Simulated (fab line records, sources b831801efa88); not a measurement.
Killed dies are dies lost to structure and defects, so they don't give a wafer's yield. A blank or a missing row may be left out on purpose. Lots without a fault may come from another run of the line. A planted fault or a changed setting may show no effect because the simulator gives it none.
fab line records | flow sfq_line
record lots=7 wafers=21 last_day=87
route steps=325 shown M6@255 I6@266 M7@281 I7@296 M8@325
lots that met no fault: from a run of the same line without faults
start_h: hours from the record's first day to the start of the lot's first wafer shown | wait_h: hours since the lot's step before | " the same as in the row above | L1.1+2: a row that stands for several wafers | - no value, or no start given | * or withheld: withheld | < > ~ a bound
route shown NAME@n: a module of which the file shows steps, and the number in the route of the first | usual: mean/standard deviation of fault-free wafers | same: alike in all rows | chamber/n: place in a boat | sites: the reading at each site | _std_site: their standard deviation | _edge_site: outer sites' mean less inner sites' | radius_mm: how far each site lies from the wafer's centre | mask NAME#n: copy n | behind: the tool/chamber that last shaped the wafer | hold: why the lot was held/for how many hours/how that ended | device: the transistor (n, p or np) that didn't switch | end of line: the same wafers' tests at the end of the route | a step without rows: its recipe alone | killed: dies lost to structure and defects at the first sort, not the wafer's yield | map: a wafer's dies, x killed, . not, _ none there
set.NAME: the setting as run; set.NAME@STEP: as run at that earlier step | model.NAME: the simulator's own value behind a step, which no gauge read
lots at some steps of the route; a table a step, a row a wafer
services: from which hour (start_h, from the record's first day; less than 0 if before it) a tool's chamber was out of use, for how many hours, and why
## steps
# step SFQ_TRILAYER_M6_LITHO_COAT_164
# recipe resist=BARC spin_rpm=3000 resist_thk_nm=62
# step SFQ_TRILAYER_M6_LITHO_COAT_159
# recipe resist=KrF spin_rpm=3000 resist_thk_nm=600
# step SFQ_TRILAYER_M6_LITHO_SOFTBAKE_163
# recipe temp_c=withheld time_s=withheld resist=KrF
# step SFQ_TRILAYER_M6_LITHO_EXPOSE_160
# recipe mask_id=M6 na=0.6 source_shape=conventional sigma_outer=0.65 target_cd_nm=500 dose_mj=14.4
# step SFQ_TRILAYER_M6_LITHO_PEB_162
# recipe peb_temp_c=115 peb_time_s=60 resist=KrF
# step SFQ_TRILAYER_M6_LITHO_DEVELOP_161
# recipe time_s=60 resist=KrF
# step SFQ_M6_OVL_MEAS_940
# usual M6_OVL=0/5.2
# columns lot.wafer tool chamber start_h wait_h M6_OVL[nm]
L902.4 overlay-01 - 1642.45 0.1 3
L902.5 " - " " -2
L902.6 " - " " 1
L903.1 overlay-02 - 1733.07 0.1 -1
L903.3 " - " " 1
L903.5 " - " " -1
L910.2 overlay-02 - 1816.81 0.1 -2
L910.4 " - " " -1
L910.6 " - " " -6
L911.2 overlay-02 - 1820.41 0.1 -4
L911.4 " - " " -8
L911.6 " - " " -5
L913.2 overlay-02 - 1828.81 0.1 3
L913.4 " - " " 2
L913.5 " - " " -8
L915.1 overlay-02 - 1839.60 0.1 -1
L915.2 " - " " 2
L915.5 " - " " -1
L919.4 overlay-02 - 1849.97 0.1 -13
L919.5 " - " " -8
L919.6 " - " " -15
# step SFQ_TRILAYER_M6_BARC_OPEN_METAL_ETCH_206
# recipe mask_material=PR chemistry=O2 target_depth_nm=125 target=BARC icp_w=600 bias_w=80 pressure_mtorr=10 time_s=41.7
# usual drypump_motor_current_A=5.6/0.49 oes_product_au=0.685/0.0042
# columns lot.wafer tool chamber start_h wait_h drypump_motor_current_A oes_product_au rf_hours_counter_h
L902.4 rie_metal-02 1 1642.49 0.0 5.7 0.685 -
L902.5 " 1 " " 5.7 0.680 -
L902.6 " 0 " " 5.5 0.689 -
L903.1 rie_metal-03 0 1733.11 0.0 5.1 0.683 99
L903.3 " 1 " " 6.4 0.685 -
L903.5 " 1 " " 6.4 0.684 -
L910.2 rie_metal-01 0 1816.84 0.0 5.4 0.678 18
L910.4 " 0 " " 5.3 0.683 -
L910.6 " 0 " " 5.3 0.685 -
L911.2 rie_metal-03 0 1820.44 0.0 5.1 0.682 116
L911.4 " 1 " " 6.4 0.675 -
L911.6 " 1 " " 6.4 0.678 -
L913.2 rie_metal-03 1 1828.84 0.0 6.4 0.684 86
L913.4 " 1 " " 6.4 0.687 -
L913.5 " 1 " " 6.4 0.680 -
L915.1 rie_metal-01 0 1839.64 0.0 5.3 0.678 21
L915.2 " 1 " " 5.4 0.691 100
L915.5 " 1 " " 5.4 0.682 -
L919.4 rie_metal-03 1 1850.01 0.0 6.4 0.682 -
L919.5 " 1 " " 6.4 0.685 -
L919.6 " 0 " " 5.1 0.689 -
# step SFQ_TRILAYER_M6_ETCH_METAL_ETCH_162
# recipe target=Nb stop_on=SiO2 mask_material=PR chemistry=Cl2/Ar target_depth_nm=240 icp_w=600 bias_w=80 pressure_mtorr=10 time_s=120
# usual drypump_motor_current_A=5.6/0.49 oes_product_au=0.894/0.0064
# columns lot.wafer tool chamber start_h wait_h drypump_motor_current_A oes_product_au rf_hours_counter_h
L902.4 rie_metal-02 1 1642.57 0.1 5.7 0.904 -
L902.5 " 1 " " 5.7 0.905 -
L902.6 " 0 " " 5.4 0.895 -
L903.1 rie_metal-03 0 1733.17 0.0 5.1 0.897 99
L903.3 " 1 " " 6.4 0.893 -
L903.5 " 1 " " 6.4 0.897 -
L910.2 rie_metal-01 0 1816.90 0.0 5.4 0.887 18
L910.4 " 0 " " 5.3 0.896 -
L910.6 " 0 " " 5.4 0.900 -
L911.2 rie_metal-03 0 1820.50 0.0 5.2 0.887 116
L911.4 " 1 " " 6.4 0.897 -
L911.6 " 1 " " 6.4 0.897 -
L913.2 rie_metal-03 1 1828.90 0.0 6.4 0.892 86
L913.4 " 1 " " 6.4 0.891 -
L913.5 " 1 " " 6.4 0.885 -
L915.1 rie_metal-01 0 1839.70 0.0 5.3 0.899 21
L915.2 " 1 " " 5.4 0.895 100
L915.5 " 1 " " 5.4 0.892 -
L919.4 rie_metal-03 1 1850.09 0.1 6.4 0.902 -
L919.5 " 1 " " 6.4 0.897 -
L919.6 " 0 " " 5.1 0.900 -
# step SFQ_TRILAYER_M6_STRIP_STRIP_163
# recipe gas=O2 power_w=200 platen_temp_c=40 overash_fraction=0.65 chemistry=O2 pressure_mtorr=50
# usual drypump_motor_current_A=5.6/0.49 oes_product_au=0.999/0.0077
# columns lot.wafer tool chamber start_h wait_h drypump_motor_current_A oes_product_au rf_hours_counter_h
L902.4 rie_metal-02 1 1642.85 0.2 5.6 1.002 -
L902.5 " 1 " " 5.7 0.995 -
L902.6 " 0 " " 5.5 0.999 -
L903.1 rie_metal-03 0 1733.29 0.1 5.1 0.991 100
L903.3 " 1 " " 6.4 1.006 -
L903.5 " 1 " " 6.4 1.003 -
L910.2 rie_metal-01 0 1817.02 0.1 5.3 0.994 18
L910.4 " 0 " " 5.3 1.003 -
L910.6 " 0 " " 5.3 1.009 -
L911.2 rie_metal-03 0 1820.62 0.1 5.1 0.999 116
L911.4 " 1 " " 6.4 0.997 -
L911.6 " 1 " " 6.4 0.999 -
L913.2 rie_metal-03 1 1829.02 0.1 6.4 0.997 87
L913.4 " 1 " " 6.4 1.000 -
L913.5 " 1 " " 6.4 1.005 -
L915.1 rie_metal-01 0 1839.82 0.1 5.3 1.003 22
L915.2 " 1 " " 5.4 0.996 101
L915.5 " 1 " " 5.4 0.996 -
L919.4 rie_metal-03 1 1850.37 0.2 6.4 0.988 -
L919.5 " 1 " " 6.4 0.996 -
L919.6 " 0 " " 5.1 0.994 -
# step SFQ_TRILAYER_M6_STRIP_SOLV_CLEAN_164
# recipe chemistry=NMP temp_c=70 time_s=600
# step SFQ_TRILAYER_I6_DEP_PECVD_165
# recipe material=SiO2 temp_c=150 time_s=111.11 pressure_torr=2.4 rf_w=183.3 precursor=SiH4/N2O target_thk_nm=500
# step SFQ_TRILAYER_I6_CMP_CMP_166
# recipe material=SiO2 down_force_psi=3 platen_rpm=60 pad_velocity_m_s=0.94248
# usual motor_current_A=9.7/0.89 slurry_filter_dp_kPa=13.50/0.14 slurry_flow_ml_min=150.0/0.45 time_to_endpoint_s=218/8
# columns lot.wafer tool chamber start_h wait_h motor_current_A slurry_filter_dp_kPa slurry_flow_ml_min time_to_endpoint_s model.SiO2_of_TRILAYER_I6_DEP_PECVD_165.thk_nm
L902.4 cmp-01 1 1648.26 4.8 9.4 13.53 150.1 226 200.8
L902.6 " 2 " " 8.3 13.63 149.5 227 200.9
L902.5 " 3 " " 8.2 13.45 150.1 224 200.8
L903.1 cmp-01 3 1734.64 0.5 8.8 13.73 149.6 210 200.3
L903.3 " 0 " " 10.4 13.41 150.0 207 199.9
L903.5 " 3 1736.64 2.5 8.8 13.42 150.2 214 200.1
L910.2 cmp-01 2 1819.11 1.3 9.0 13.47 150.4 177 252
L910.4 " 0 1820.11 2.2 9.7 13.48 150.0 225 200.3
L910.6 " 2 1821.11 3.2 9.2 13.20 150.2 189 251.1
L911.2 cmp-01 1 1821.61 0.2 9.6 13.48 149.9 188 251.2
L911.4 " 3 1822.61 1.1 8.4 13.46 149.7 235 202.3
L911.6 " 2 1824.11 2.6 9.2 13.51 150.4 195 250.8
L913.2 cmp-01 3 1830.88 1.0 8.6 13.31 150.2 175 251.7
L913.4 " 0 " " 9.8 13.36 149.7 216 200.9
L913.5 " 2 1832.38 2.5 9.4 13.48 149.8 227 201.3
L915.1 cmp-02 0 1842.52 1.9 9.9 13.69 150.0 214 200.5
L915.2 " 1 " " 10.0 13.43 150.6 209 200.6
L915.5 " 0 1844.52 3.8 10.1 13.60 150.4 219 199
L919.4 cmp-02 1 1853.13 2.1 9.9 13.27 150.1 226 200.2
L919.5 " 2 " " 9.7 13.53 149.5 226 201
L919.6 " 3 " " 11.4 13.43 149.6 230 201.1
# step SFQ_I6_BOW_MEAS_941
# recipe mode=bow
# usual I6_BOW=5/11
# columns lot.wafer tool chamber start_h wait_h I6_BOW[um]
L902.4 film_metro-02 - 1649.82 1.1 25
L902.5 " - " " 26
L902.6 " - " " 16
L903.1 film_metro-03 - 1737.14 2.0 -9
L903.3 " - " " -6
L903.5 " - " " -13
L910.2 film_metro-02 - 1821.63 2.0 -14
L910.4 " - " " 8
L910.6 " - " " 8
L911.2 film_metro-01 - 1824.63 2.5 -1
L911.4 " - " " 4
L911.6 " - " " -8
L913.2 film_metro-02 - 1832.90 1.5 8
L913.4 " - " " 24
L913.5 " - " " 5
L915.1 film_metro-02 - 1845.52 2.5 -15
L915.2 " - " " 10
L915.5 " - " " 1
L919.4 film_metro-01 - 1854.69 1.1 -4
L919.5 " - " " -1
L919.6 " - " " -7
# step SFQ_TRILAYER_I6_METRO_MEASURE_167
# usual thk_nm=200.2/1.1
# columns lot.wafer tool chamber start_h wait_h thk_nm
L902.4 film_metro-02 - 1650.48 0.6 200.7
L902.5 " - " " 200.8
L902.6 " - " " 201.0
L903.1 film_metro-03 - 1737.26 0.1 200.0
L903.3 " - " " 199.8
L903.5 " - " " 200.1
L910.2 film_metro-02 - 1821.93 0.3 252.0
L910.4 " - " " 200.4
L910.6 " - " " 250.8
L911.2 film_metro-01 - 1824.93 0.3 251.1
L911.4 " - " " 202.3
L911.6 " - " " 250.8
L913.2 film_metro-02 - 1833.20 0.3 251.8
L913.4 " - " " 200.9
L913.5 " - " " 201.3
L915.1 film_metro-02 - 1845.64 0.1 200.4
L915.2 " - " " 200.6
L915.5 " - " " 198.9
L919.4 film_metro-01 - 1855.35 0.6 200.2
L919.5 " - " " 201.1
L919.6 " - " " 201.1
# step SFQ_TRILAYER_I6_VIA_LITHO_COAT_174
# recipe resist=BARC spin_rpm=3000 resist_thk_nm=62
# step SFQ_TRILAYER_I6_VIA_LITHO_COAT_169
# recipe resist=KrF spin_rpm=3000 resist_thk_nm=650
# step SFQ_TRILAYER_I6_VIA_LITHO_SOFTBAKE_173
# recipe temp_c=withheld time_s=withheld resist=KrF
# step SFQ_TRILAYER_I6_VIA_LITHO_EXPOSE_170
# recipe mask_id=I6 na=0.6 source_shape=conventional sigma_outer=0.65 target_cd_nm=700 dose_mj=21.3
# step SFQ_TRILAYER_I6_VIA_LITHO_PEB_172
# recipe peb_temp_c=115 peb_time_s=60 resist=KrF
# step SFQ_TRILAYER_I6_VIA_LITHO_DEVELOP_171
# recipe time_s=60 resist=KrF
# step SFQ_I6_OVL_MEAS_942
# usual I6_OVL=1/5.1
# columns lot.wafer tool chamber start_h wait_h I6_OVL[nm]
L902.4 overlay-02 - 1654.17 0.1 -4
L902.5 " - " " -2
L902.6 " - " " 2
L903.1 overlay-02 - 1740.71 0.1 -11
L903.3 " - " " -6
L903.5 " - " " -3
L910.2 overlay-02 - 1830.01 0.1 -2
L910.4 " - " " -2
L910.6 " - " " -3
L911.2 overlay-02 - 1831.21 0.1 4
L911.4 " - " " 3
L911.6 " - " " -1
L913.2 overlay-02 - 1840.81 0.1 0
L913.4 " - " " -1
L913.5 " - " " -3
L915.1 overlay-02 - 1852.35 0.1 9
L915.2 " - " " 10
L915.5 " - " " 3
L919.4 overlay-02 - 1965.15 0.1 -2
L919.5 " - " " 2
L919.6 " - " " 9
# step SFQ_TRILAYER_I6_VIA_BARC_OPEN_VIA_ETCH_235
# recipe mask_material=PR chemistry=O2 target_depth_nm=125 target=BARC source_w=500 bias_w=80 pressure_mtorr=30 time_s=41.7
# step SFQ_TRILAYER_I6_VIA_ETCH_VIA_ETCH_172
# recipe target=SiO2 stop_on=Nb mask_material=PR taper_deg=20 chemistry=CHF3 target_depth_nm=260 source_w=500 bias_w=80 pressure_mtorr=30 time_s=withheld
# usual drypump_motor_current_A=5.9/0.48 oes_product_au=0.855/0.0051
# columns lot.wafer tool chamber start_h wait_h drypump_motor_current_A oes_product_au model.I6.feature_depth_nm model.etch.depth_nm
L902.4 rie_diel-03 0 1654.28 0.1 5.7 0.853 200.8 200.8
L902.5 " 3 " " 4.8 0.860 200.8 200.8
L902.6 " 2 " " 5.7 0.854 200.9 200.9
L903.1 rie_diel-02 0 1740.79 0.0 5.8 0.856 200.3 200.3
L903.3 " 1 " " 5.4 0.852 199.9 199.9
L903.5 " 2 " " 6.0 0.851 200.1 200.1
L910.2 rie_diel-03 2 1830.08 0.0 5.7 0.978 252 252
L910.4 " 1 " " 6.6 0.853 200.3 200.3
L910.6 " 0 " " 5.7 0.978 251.1 251.1
L911.2 rie_diel-02 2 1831.28 0.0 6.0 0.975 251.2 251.2
L911.4 " 1 " " 5.4 0.865 202.3 202.3
L911.6 " 2 " " 6.0 0.974 250.8 250.8
L913.2 rie_diel-04 3 1840.88 0.0 6.3 0.983 251.7 251.7
L913.4 " 0 " " 6.5 0.858 200.9 200.9
L913.5 " 1 " " 5.7 0.860 201.3 201.3
L915.1 rie_diel-04 1 1852.43 0.0 5.7 0.850 200.5 200.5
L915.2 " 2 " " 6.2 0.849 200.6 200.6
L915.5 " 0 " " 6.6 0.846 199 199
L919.4 rie_diel-03 0 1965.21 0.0 5.7 0.852 200.2 200.2
L919.5 " 1 " " 6.6 0.861 201 201
L919.6 " 2 " " 5.7 0.858 201.1 201.1
# step SFQ_TRILAYER_I6_VIA_STRIP_STRIP_173
# recipe gas=O2 power_w=200 platen_temp_c=40 overash_fraction=0.65 chemistry=O2 pressure_mtorr=50
# step SFQ_TRILAYER_I6_VIA_STRIP_SOLV_CLEAN_174
# recipe chemistry=NMP temp_c=70 time_s=600
# step SFQ_TRILAYER_M7_DEP_PRE_CLEAN_176
# recipe gas=Ar time_s=22.5 bias_v=250
# columns lot.wafer tool chamber start_h wait_h model.SiO2_of_TRILAYER_I6_DEP_PECVD_165.thk_nm
L902.4+5 pvd_sputter-05 - 1655.72 0.0 193.3
L902.6 " - " " 193.4
L903.1 pvd_sputter-06 - 1741.68 0.0 192.8
L903.3 " - " " 192.4
L903.5 " - " " 192.6
L910.2 pvd_sputter-04 - 1830.97 0.0 244.5
L910.4 " - " " 192.8
L910.6 " - " " 243.6
L911.2 pvd_sputter-05 - 1832.17 0.0 243.7
L911.4 " - " " 194.8
L911.6 " - " " 243.3
L913.2 pvd_sputter-06 - 1841.77 0.0 244.2
L913.4 " - " " 193.4
L913.5 " - " " 193.8
L915.1 pvd_sputter-05 - 1853.32 0.0 193
L915.2 " - " " 193.1
L915.5 " - " " 191.5
L919.4 pvd_sputter-05 - 1966.11 0.0 192.7
L919.5 " - " " 193.5
L919.6 " - " " 193.6
# step SFQ_TRILAYER_M7_DEP_SPUTTER_175
# recipe material=Nb base_pressure_pa=1.33e-06 chamber_pressure_pa=0.1333 substrate_temp_c=20 target_thk_nm=200 power_w=2000 time_s=133.3
# step SFQ_M7_RS_MEAS_943
# recipe thk_meas_gauge=four-point-probe reads=Nb_of_TRILAYER_M7_DEP_SPUTTER_175
# usual M7_NB_RS=0.895/0.0088
# columns lot.wafer tool chamber start_h wait_h M7_NB_RS[ohm/sq]
L902.4 film_metro-01 - 1655.90 0.1 0.890
L902.5 " - " " 0.881
L902.6 " - " " 0.883
L903.1 film_metro-04 - 1741.80 0.0 0.914
L903.3 " - " " 0.908
L903.5 " - " " 0.909
L910.2 film_metro-04 - 1831.11 0.1 0.888
L910.4 " - " " 0.893
L910.6 " - " " 0.889
L911.2 film_metro-04 - 1832.31 0.1 0.882
L911.4 " - " " 0.891
L911.6 " - " " 0.888
L913.2 film_metro-01 - 1841.91 0.1 0.905
L913.4 " - " " 0.896
L913.5 " - " " 0.907
L915.1 film_metro-02 - 1853.44 0.0 0.896
L915.2 " - " " 0.893
L915.5 " - " " 0.899
L919.4 film_metro-04 - 1966.29 0.1 0.885
L919.5 " - " " 0.890
L919.6 " - " " 0.889
# step SFQ_TRILAYER_M7_LITHO_COAT_182
# recipe resist=BARC spin_rpm=3000 resist_thk_nm=62
# step SFQ_TRILAYER_M7_LITHO_COAT_177
# recipe resist=KrF spin_rpm=3000 resist_thk_nm=600
# step SFQ_TRILAYER_M7_LITHO_SOFTBAKE_181
# recipe temp_c=withheld time_s=withheld resist=KrF
# step SFQ_TRILAYER_M7_LITHO_EXPOSE_178
# recipe mask_id=M7 na=0.6 source_shape=conventional sigma_outer=0.65 target_cd_nm=500 dose_mj=14.4
# step SFQ_TRILAYER_M7_LITHO_PEB_180
# recipe peb_temp_c=115 peb_time_s=60 resist=KrF
# step SFQ_TRILAYER_M7_LITHO_DEVELOP_179
# recipe time_s=60 resist=KrF
# step SFQ_M7_OVL_MEAS_945
# usual M7_OVL=-4/5.8
# columns lot.wafer tool chamber start_h wait_h M7_OVL[nm]
L902.4 overlay-02 - 1782.17 0.1 -1
L902.5 " - " " -9
L902.6 " - " " -9
L903.1 overlay-01 - 1806.72 0.1 -7
L903.3 " - " " 1
L903.5 " - " " -4
L910.2 overlay-02 - 1837.21 0.1 2
L910.4 " - " " -3
L910.6 " - " " 2
L911.2 overlay-02 - 1838.41 0.1 2
L911.4 " - " " -6
L911.6 " - " " -3
L913.2 overlay-02 - 1848.76 0.1 -8
L913.4 " - " " -11
L913.5 " - " " -5
L915.1 overlay-01 - 1961.53 0.1 2
L915.2 " - " " 5
L915.5 " - " " 4
L919.4 overlay-01 - 2056.81 0.1 4
L919.5 " - " " -6
L919.6 " - " " 0
# step SFQ_TRILAYER_M7_BARC_OPEN_METAL_ETCH_229
# recipe mask_material=PR chemistry=O2 target_depth_nm=125 target=BARC icp_w=600 bias_w=80 pressure_mtorr=10 time_s=41.7
# usual drypump_motor_current_A=5.5/0.48 oes_product_au=0.685/0.0046
# columns lot.wafer tool chamber start_h wait_h drypump_motor_current_A oes_product_au rf_hours_counter_h
L902.4 rie_metal-03 1 1782.22 0.0 6.4 0.690 -
L902.5 " 1 " " 6.4 0.690 -
L902.6 " 0 " " 5.1 0.682 -
L903.1 rie_metal-02 0 1806.76 0.0 5.5 0.684 82
L903.3 " 1 " " 5.7 0.691 -
L903.5 " 0 " " 5.5 0.692 -
L910.2 rie_metal-04 0 1837.24 0.0 4.9 0.677 34
L910.4 " 0 " " 4.9 0.689 -
L910.6 " 0 " " 4.9 0.686 -
L911.2 rie_metal-03 0 1838.44 0.0 5.1 0.685 119
L911.4 " 0 " " 5.1 0.684 -
L911.6 " 1 " " 6.4 0.684 -
L913.2 rie_metal-02 1 1848.79 0.0 5.7 0.678 115
L913.4 " 0 " " 5.5 0.682 -
L913.5 " 1 " " 5.7 0.680 -
L915.1 rie_metal-02 0 1961.57 0.0 5.5 0.691 104
L915.2 " 1 " " 5.7 0.685 3
L915.5 " 1 " " 5.7 0.680 -
L919.4 rie_metal-04 1 2056.85 0.0 5.5 0.683 -
L919.5 " 1 " " 5.5 0.688 -
L919.6 " 0 " " 4.9 0.686 -
# step SFQ_TRILAYER_M7_ETCH_METAL_ETCH_180
# recipe target=Nb stop_on=SiO2 mask_material=PR chemistry=Cl2/Ar target_depth_nm=240 icp_w=600 bias_w=80 pressure_mtorr=10 time_s=120
# step SFQ_TRILAYER_M7_STRIP_STRIP_181
# recipe gas=O2 power_w=200 platen_temp_c=40 overash_fraction=0.65 chemistry=O2 pressure_mtorr=50
# step SFQ_TRILAYER_M7_STRIP_SOLV_CLEAN_182
# recipe chemistry=NMP temp_c=70 time_s=600
# step SFQ_TRILAYER_I7_DEP_PECVD_183
# recipe material=SiO2 temp_c=150 time_s=111.11 pressure_torr=2.4 rf_w=183.3 precursor=SiH4/N2O target_thk_nm=500
# usual heater_power_w=88/19 showerhead_vpp_V=833/40 throttle_valve_pct=24.2/1.4
# columns lot.wafer tool chamber start_h wait_h heater_power_w showerhead_vpp_V throttle_valve_pct
L902.4 pecvd-02 2 1783.45 0.0 80 905 25.9
L902.5 " 0 " " 82 842 26.9
L902.6 " 1 " " 79 831 23.1
L903.1 pecvd-04 1 1807.72 0.0 88 792 24.6
L903.3 " 0 " " 92 749 25.1
L903.5 " 2 " " 145 826 24.5
L910.2 pecvd-02 2 1838.20 0.0 74 889 26.0
L910.4 " 0 " " 76 835 27.2
L910.6 " 1 " " 84 839 22.9
L911.2 pecvd-04 1 1839.40 0.0 94 806 24.8
L911.4 " 0 " " 101 737 25.1
L911.6 " 1 " " 79 804 24.7
L913.2 pecvd-02 2 1849.75 0.0 79 886 26.0
L913.4 " 2 " " 82 913 26.0
L913.5 " 1 " " 69 847 22.9
L915.1 pecvd-01 2 1962.70 0.0 74 866 23.9
L915.2 " 1 " " 97 816 22.6
L915.5 " 1 " " 86 814 22.5
L919.4 pecvd-04 1 2057.84 0.0 88 796 25.0
L919.5 " 0 " " 95 767 25.1
L919.6 " 2 " " 144 828 25.1
# step SFQ_M8_BOW_MEAS_951
# recipe mode=bow
# usual M8_BOW=5/12
# columns lot.wafer tool chamber start_h wait_h M8_BOW[um] model.etest.i6.link_ohm
L902.4 film_metro-04 - 1997.52 0.1 24 1.862
L902.5 " - " " 23 1.852
L902.6 " - " " 14 1.85
L903.1 film_metro-04 - 2021.58 0.0 -12 1.894
L903.3 " - " " -8 1.881
L903.5 " - " " -17 1.891
L910.2 film_metro-03 - 2047.14 0.0 -15 1.899
L910.4 " - " " 7 1.872
L910.6 " - " " 6 1.893
L911.2 film_metro-02 - 2050.33 0.0 2 1.892
L911.4 " - " " 6 1.879
L911.6 " - " " -6 1.895
L913.2 film_metro-02 - 2056.33 0.0 11 1.919
L913.4 " - " " 23 1.886
L913.5 " - " " 7 1.903
L915.1 film_metro-04 - 2061.52 0.0 -18 1.886
L915.2 " - " " 8 1.881
L915.5 " - " " -3 1.885
L919.4 film_metro-02 - 2078.28 0.1 -2 1.863
L919.5 " - " " 1 1.871
L919.6 " - " " -6 1.868
## services
# columns tool chamber start_h hours kind
pvd_sputter-05 - 1647.16 5.5 repair
rie_metal-03 1 1666.57 6.3 repair
cmp-01 - 1696.00 16.6 repair
rie_metal-02 1 1751.67 18.5 repair
cmp-01 - 1760.06 1.0 repair
rie_metal-02 - 1767.73 14.6 pm
cmp-01 - 1774.31 4.0 pm
rie_metal-02 - 1816.02 0.1 repair
rie_metal-03 - 1817.67 0.1 repair
cmp-01 - 1832.88 4.9 pm
rie_metal-02 - 1847.14 1.4 pm
rie_metal-02 0 1882.42 2.1 repair
cmp-01 - 1883.29 0.2 repair
rie_metal-03 1 1889.14 4.3 repair
rie_metal-01 - 1899.60 14.6 pm
cmp-01 - 1925.79 24.6 repair
cmp-01 - 1928.16 1.5 repair
rie_metal-01 1 1928.58 8.2 repair
rie_metal-03 - 1943.98 14.6 pm
rie_metal-01 - 1948.68 71.0 repair
cmp-01 - 1970.77 5.4 repair
cmp-01 - 1972.90 0.2 repair
cmp-01 - 2022.61 5.1 pm
cmp-01 - 2028.21 1.3 repair
## key
first_sign step=SFQ_TRILAYER_I6_CMP_CMP_166 reading=time_to_endpoint_s direction=down sigmas=4.1 usual=* struck=*
effect step=SFQ_TRILAYER_I6_METRO_MEASURE_167 reading=thk_nm direction=up sigmas=47 usual=200.2 struck=251.3
effect step=SFQ_TRILAYER_I6_VIA_ETCH_VIA_ETCH_172 reading=oes_product_au direction=up sigmas=24 usual=0.855 struck=0.978
model_effect step=SFQ_TRILAYER_I6_CMP_CMP_166 value=SiO2_of_TRILAYER_I6_DEP_PECVD_165.thk_nm without=201.3 struck=251.3
model_effect step=SFQ_TRILAYER_I6_VIA_ETCH_VIA_ETCH_172 value=I6.feature_depth_nm without=201.3 struck=251.3
model_effect step=SFQ_TRILAYER_M7_DEP_PRE_CLEAN_176 value=SiO2_of_TRILAYER_I6_DEP_PECVD_165.thk_nm without=193.8 struck=243.8
model_effect step=SFQ_M8_BOW_MEAS_951 value=etest.i6.link_ohm without=1.877 struck=1.9
met_at SFQ_TRILAYER_I6_CMP_CMP_166
struck_wafers L910.2,L910.6,L911.2,L911.6,L913.2
fault kind=process_parameter_drift tool=cmp-01 chamber=- onset_h=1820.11 steps=SFQ_TRILAYER_I6_CMP_CMP_166 channel=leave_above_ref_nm offset=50 shape=step end_h=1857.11 scope=struck_wafers_only acts_in=these_recipes_only stated=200
